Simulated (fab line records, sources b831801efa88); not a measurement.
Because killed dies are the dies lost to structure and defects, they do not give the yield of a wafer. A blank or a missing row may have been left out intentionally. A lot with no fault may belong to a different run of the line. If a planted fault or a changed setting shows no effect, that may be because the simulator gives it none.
fab line records | flow gf180mcu
record: lots: 6 wafers: 18 last-day: 33
route steps=602 shown M2@363
lots with no fault: from the same line, run without faults
start-h: hours from the record's opening day to when the first of the lot's shown wafers began | wait-h: hours since the lot's step before | " unchanged from the row above | L1.1+2: several wafers, shown together as one row | - value missing, or start not given | * or withheld: withheld | < > ~ a bound
route shown NAME@n: names a module that has steps shown in the file, with the first one's number in the route | usual: mean/standard deviation taken from wafers without a fault | same: alike in all rows | chamber/n: place in a boat | sites: per-site readings | _std_site: the standard deviation of these | _edge_site: outer sites' mean less inner sites' | radius-mm: how far each site lies from the wafer's centre | mask NAME#n: copy n | behind: the last tool/chamber to shape the wafer | hold: what put the lot on hold/how long, in hours/how the hold closed | device: whichever transistor did not switch (one of n, p or np) | end of line: at the end of the route, the tests of the same wafers | a step given without rows: its recipe and nothing more | killed: dies lost to structure and defects at the first sort, not the wafer's yield | map: dies across one wafer; x = killed, . = not, _ = none there
set.NAME: the run value of the setting; set.NAME@STEP: its run value at that earlier step | model.NAME: the simulator's own value behind a step, which no gauge read
lots seen at some steps along the route; tables by step, rows by wafer
services: when a tool's chamber went out of use (start-h, in hours from the record's first day, below 0 if earlier), for how many hours, and the reason
== steps ==
step: GF_M2_SPUTTER_01
recipe: material: TiN target-thk-nm: 30 power-w: 6500 time-s: 25 chamber-pressure-pa: 0.4
usual: chamber-pressure-pa: 0.4000/0.00074 throttle-valve-pct: 29.6/1
columns lot.wafer tool chamber start-h wait-h chamber-pressure-pa throttle-valve-pct
L254.2 pvd-sputter-04 - 445.96 0.1 0.4004 29.1
L254.3 " - " " 0.4001 29.4
L254.4 " - " " 0.3993 29.7
L259.1 pvd-sputter-01 - 488.35 0.1 0.3996 28.9
L259.2 " - " " 0.4011 29.3
L259.3 " - " " 0.4009 28.2
L266.2 pvd-sputter-04 - 546.98 0.1 0.3991 29.0
L266.3 " - " " 0.3992 29.8
L266.5 " - " " 0.3994 29.1
L268.4 pvd-sputter-03 - 556.90 0.1 0.3992 30.6
L268.5 " - " " 0.4001 28.7
L268.6 " - " " 0.3996 30.5
L269.2 pvd-sputter-04 - 565.65 0.1 0.3995 29.6
L269.3 " - " " 0.3996 29.5
L269.4 " - " " 0.3997 29.0
L271.3 pvd-sputter-03 - 582.41 0.1 0.4014 30.3
L271.4 " - " " 0.3996 30.6
L271.5 " - " " 0.4001 29.5
step: GF_M2_SPUTTER_02
recipe: material: AlCu target-thk-nm: 450 power-w: 10600 time-s: 23.9 chamber-pressure-pa: 0.4
usual: chamber-pressure-pa: 0.4000/0.00075 throttle-valve-pct: 29.6/1
columns lot.wafer tool chamber start-h wait-h chamber-pressure-pa throttle-valve-pct
L254.2 pvd-sputter-04 - 445.99 0.0 0.3990 28.6
L254.3 " - " " 0.4005 29.4
L254.4 " - " " 0.3996 29.7
L259.1 pvd-sputter-01 - 488.38 0.0 0.3998 29.2
L259.2 " - " " 0.3993 29.4
L259.3 " - " " 0.3996 27.8
L266.2 pvd-sputter-04 - 547.01 0.0 0.3994 29.0
L266.3 " - " " 0.4003 29.6
L266.5 " - " " 0.4007 29.0
L268.4 pvd-sputter-03 - 556.93 0.0 0.3996 30.4
L268.5 " - " " 0.3996 28.6
L268.6 " - " " 0.3986 30.6
L269.2 pvd-sputter-04 - 565.68 0.0 0.4008 29.8
L269.3 " - " " 0.3988 29.8
L269.4 " - " " 0.4008 29.3
L271.3 pvd-sputter-03 - 582.44 0.0 0.4001 30.6
L271.4 " - " " 0.3982 30.8
L271.5 " - " " 0.4014 29.6
step: GF_M2_SPUTTER_03
recipe: material: Ti target-thk-nm: 10 substrate-temp-c: 300 chamber-pressure-pa: 0.3 power-w: 3000 time-s: 6.7
usual: chamber-pressure-pa: 0.3000/0.00058 throttle-valve-pct: 29.6/1
columns lot.wafer tool chamber start-h wait-h chamber-pressure-pa throttle-valve-pct
L254.2 pvd-sputter-04 - 446.02 0.0 0.3003 29.0
L254.3 " - " " 0.3008 29.5
L254.4 " - " " 0.3009 29.7
L259.1 pvd-sputter-01 - 488.41 0.0 0.2997 28.9
L259.2 " - " " 0.3002 29.4
L259.3 " - " " 0.3002 27.8
L266.2 pvd-sputter-04 - 547.04 0.0 0.3003 29.0
L266.3 " - " " 0.3001 29.8
L266.5 " - " " 0.3004 29.3
L268.4 pvd-sputter-03 - 556.96 0.0 0.3000 30.6
L268.5 " - " " 0.2986 28.7
L268.6 " - " " 0.2998 30.8
L269.2 pvd-sputter-04 - 565.71 0.0 0.3004 29.6
L269.3 " - " " 0.3004 29.2
L269.4 " - " " 0.2999 29.2
L271.3 pvd-sputter-03 - 582.47 0.0 0.3008 30.6
L271.4 " - " " 0.3002 30.5
L271.5 " - " " 0.2991 29.7
step: GF_M2_SPUTTER_04
recipe: material: TiN target-thk-nm: 50 power-w: 6500 time-s: 41.7 chamber-pressure-pa: 0.4
usual: chamber-pressure-pa: 0.4000/0.00083 throttle-valve-pct: 29.6/1
columns lot.wafer tool chamber start-h wait-h chamber-pressure-pa throttle-valve-pct
L254.2 pvd-sputter-04 - 446.04 0.0 0.4014 29.1
L254.3 " - " " 0.3987 29.1
L254.4 " - " " 0.3989 29.7
L259.1 pvd-sputter-01 - 488.44 0.0 0.4001 28.8
L259.2 " - " " 0.4012 29.4
L259.3 " - " " 0.4011 28.0
L266.2 pvd-sputter-04 - 547.06 0.0 0.3998 28.9
L266.3 " - " " 0.4013 30.0
L266.5 " - " " 0.3990 29.5
L268.4 pvd-sputter-03 - 556.98 0.0 0.4008 30.6
L268.5 " - " " 0.3996 28.6
L268.6 " - " " 0.4005 30.7
L269.2 pvd-sputter-04 - 565.73 0.0 0.3993 29.8
L269.3 " - " " 0.4006 29.5
L269.4 " - " " 0.4001 28.7
L271.3 pvd-sputter-03 - 582.49 0.0 0.4007 30.4
L271.4 " - " " 0.4000 30.8
L271.5 " - " " 0.4001 29.6
step: GF_M2_RS_MEAS_05
recipe: thk-meas-gauge: four-point-probe reads: TiN_of_M2_SPUTTER_04+Ti_of_M2_SPUTTER_03+AlCu_of_M2_SPUTTER_02+TiN_of_M2_SPUTTER_01+Ti_of_M2_SPUTTER_00
usual: M2_ALCU_RS: 0.0693/0.001
columns lot.wafer tool chamber start-h wait-h M2_ALCU_RS[ohm/sq]
L254.2 film-metro-03 - 446.10 0.0 0.0702
L254.3 " - " " 0.0676
L254.4 " - " " 0.0708
L259.1 film-metro-03 - 488.47 0.0 0.0698
L259.2 " - " " 0.0693
L259.3 " - " " 0.0695
L266.2 film-metro-01 - 547.12 0.0 0.0718
L266.3 " - " " 0.0717
L266.5 " - " " 0.0703
L268.4 film-metro-01 - 557.08 0.1 0.0680
L268.5 " - " " 0.0683
L268.6 " - " " 0.0686
L269.2 film-metro-03 - 565.79 0.0 0.0704
L269.3 " - " " 0.0693
L269.4 " - " " 0.0700
L271.3 film-metro-01 - 582.57 0.1 0.0689
L271.4 " - " " 0.0683
L271.5 " - " " 0.0705
step: GF_M2_THK_MEAS_06
recipe: thk-meas-gauge: xrf reads: AlCu_of_M2_SPUTTER_02
usual: M2_ALCU_THK: 448/7.3
columns lot.wafer tool chamber start-h wait-h M2_ALCU_THK[nm]
L254.2 film-metro-03 - 446.21 0.1 442
L254.3 " - " " 463
L254.4 " - " " 438
L259.1 film-metro-03 - 488.59 0.1 443
L259.2 " - " " 449
L259.3 " - " " 449
L266.2 film-metro-01 - 547.23 0.1 434
L266.3 " - " " 435
L266.5 " - " " 441
L268.4 film-metro-01 - 557.17 0.1 458
L268.5 " - " " 458
L268.6 " - " " 457
L269.2 film-metro-03 - 565.90 0.1 439
L269.3 " - " " 445
L269.4 " - " " 438
L271.3 film-metro-01 - 582.67 0.1 449
L271.4 " - " " 453
L271.5 " - " " 444
step: GF_M2_DEHYDRATE_07
recipe: temp-c: 200 time-s: 60
step: GF_M2_HMDS_08
recipe: prime-time-s: 60 prime-temp-c: 120
step: GF_M2_COAT_09
recipe: resist: KrF spin-rpm: withheld resist-thk-nm: 1000
step: GF_M2_SOFTBAKE_10
recipe: temp-c: 130 time-s: 60 resist: KrF
step: GF_M2_EXPOSE_11
recipe: mask-id: Metal2 target-cd-nm: 280 na: 0.68 source-shape: conventional sigma-outer: 0.6 dose-mj: 28
step: GF_M2_PEB_12
recipe: peb-temp-c: 135 peb-time-s: 90 resist: KrF
step: GF_M2_DEVELOP_13
recipe: develop-time-s: 60 dev-temp-c: 21
usual: chill-plate-temp-C: 22.99/0.1 develop-time-s: 60/0
columns lot.wafer tool chamber start-h wait-h chill-plate-temp-C develop-time-s model.KrF_of_M2_COAT_09.thk-nm
L254.2 litho-track-03 0 470.19 0.2 22.88 60 995.3
L254.3 " 0 " " 22.93 60 991.6
L254.4 " 0 " " 22.99 60 990.7
L259.1 litho-track-03 0 512.11 0.2 22.98 60 991
L259.2 " 0 " " 22.99 60 987.6
L259.3 " 0 " " 22.96 60 985.6
L266.2 litho-track-02 0 569.36 0.2 22.74 60 990.4
L266.3 " 0 " " 22.84 60 992.6
L266.5 " 0 " " 22.82 60 990.8
L268.4 litho-track-03 - 578.39 0.1 - - 998.6
L268.5 " - " " - - 997.4
L268.6 " - " " - - 995.8
L269.2 litho-track-02 - 586.61 0.2 - - 1001
L269.3 " - " " - - 998.9
L269.4 " - " " - - 998.3
L271.3 litho-track-02 0 603.24 0.1 23.08 60 988.5
L271.4 " 0 " " 23.12 60 985
L271.5 " 0 " " 23.12 60 986.6
step: GF_M2_CD_MEAS_14
recipe: target-cd-nm: 280
usual: cd-nm: 280.3/1.3
columns lot.wafer tool chamber start-h wait-h cd-nm
L254.2 cd-sem-02 - 470.33 0.1 279.6
L254.3 " - " " 279.1
L254.4 " - " " 279.2
L259.1 cd-sem-01 - 512.26 0.1 281.7
L259.2 " - " " 281.3
L259.3 " - " " 282.5
L266.2 cd-sem-01 - 569.51 0.1 281.0
L266.3 " - " " 282.2
L266.5 " - " " 281.3
L268.4 cd-sem-01 - 578.52 0.1 -
L268.5 " - " " -
L268.6 " - " " -
L269.2 cd-sem-01 - 586.76 0.1 -
L269.3 " - " " -
L269.4 " - " " -
L271.3 cd-sem-01 - 603.38 0.1 278.5
L271.4 " - " " 277.3
L271.5 " - " " 278.1
== services ==
columns tool chamber start-h hours kind
pvd-sputter-04 - 508.53 3.4 repair
pvd-sputter-03 - 522.53 13.6 repair
pvd-sputter-01 1 525.14 - consumable-replace:kit
pvd-sputter-01 1 525.14 18.0 scheduled-down
pvd-sputter-01 1 525.14 18.0 vent-cycle
pvd-sputter-04 - 569.29 9.8 repair
pvd-sputter-04 - 575.54 103.3 repair
pvd-sputter-04 - 580.15 2.5 repair
pvd-sputter-01 - 581.00 3.0 repair
pvd-sputter-03 2 581.52 - consumable-replace:kit
pvd-sputter-03 2 581.52 18.0 scheduled-down
pvd-sputter-03 2 581.52 18.0 vent-cycle
== key ==
first-sign: step: GF_M2_DEVELOP_13 reading: tool-record direction: missing
effect none on later readings
model-effect: step: GF_M2_DEVELOP_13 value: KrF_of_M2_COAT_09.thk-nm without: 983.4 struck: 998.3
met-at GF_M2_DEVELOP_13
struck-wafers L268.4,L268.5,L268.6,L269.2,L269.3,L269.4
later-rows-left-out L268.4,L268.5,L268.6,L269.2,L269.3,L269.4
sort-left-out L268.4,L268.5,L268.6,L269.2,L269.3,L269.4
onset-between 569.36 578.39
fault: kind: skipped-step-whole tool: litho-track-02,litho-track-03 chamber: - onset-h: 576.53 steps: GF_M2_DEVELOP_13 scope: struck-lots-only
sort-left-out: the simulated sort isn't trusted on such a fault, so these wafers' sort isn't shown, and their yield isn't known
later-rows-left-out: the simulator's readings of these wafers behind a module that went badly wrong aren't trusted and aren't shown, but for the sort
